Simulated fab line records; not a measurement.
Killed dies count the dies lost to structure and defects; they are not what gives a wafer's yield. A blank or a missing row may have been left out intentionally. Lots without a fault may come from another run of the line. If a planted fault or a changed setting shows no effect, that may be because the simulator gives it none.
Matching of chambers + flow sky130 + SKY_VIA2_CMP_02 on cmp-01 has 4 sister chambers
The step polishes SiO2. 8 wafers are shown with their chamber, then 10 later ones without.

## WAFERS, EACH WITH ITS CHAMBER
| wafer  | chamber | motor-current-A (A) |
|--------|---------|---------------------|
| L077.5 | 1       | 12.5                |
| L078.2 | 2       | 11.2                |
| L079.2 | 1       | 12.3                |
| L079.3 | 0       | 11.8                |
| L081.4 | 0       | 12.1                |
| L081.5 | 2       | 11.6                |
| L084.3 | 3       | 11.9                |
| L084.5 | 3       | 12.3                |

## WAFERS WITHOUT THEIR CHAMBER
| wafer  | motor-current-A (A) |
|--------|---------------------|
| L084.6 | 12.6                |
| L094.1 | 12.8                |
| L094.3 | 12.6                |
| L094.4 | 11.4                |
| L095.1 | 12.1                |
| L095.3 | 11.9                |
| L095.6 | 11.9                |
| L096.1 | 12.2                |
| L096.2 | 11.9                |
| L096.3 | 12.1                |

## EACH ONE'S CHAMBER
| wafer  | from the rows above               | in truth |
|--------|-----------------------------------|----------|
| L084.6 | can't be placed: 1 or 3 or 0      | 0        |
| L094.1 | can't be placed: 1 or 3 or 0      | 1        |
| L094.3 | can't be placed: 1 or 3 or 0      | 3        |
| L094.4 | 2                                 | 2        |
| L095.1 | can't be placed: 3 or 0 or 1      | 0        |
| L095.3 | can't be placed: 0 or 3 or 1 or 2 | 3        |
| L095.6 | can't be placed: 0 or 3 or 1 or 2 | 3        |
| L096.1 | can't be placed: 3 or 1 or 0      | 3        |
| L096.2 | can't be placed: 0 or 3 or 1 or 2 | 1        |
| L096.3 | can't be placed: 3 or 0 or 1      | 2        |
Correct placement for 1 of the 10. Can't be placed from these rows: 9 (the true chamber is among the candidates in 8). Number placed wrongly: 0.
How it was worked out, from the rows above alone: a wafer's distance from a chamber is the root of the sum, over the readings, of the square of ((its reading less the chamber's mean) divided by the reading's scatter). If the next closest chamber is less than 2 further off than the closest, the wafer can't be placed; otherwise it belongs to the closest. A chamber's mean is the mean of its shown wafers. The scatter is the square root of a quotient: the sum, over the shown wafers, of each reading's squared deviation from its chamber's mean, divided by wafers minus chambers.
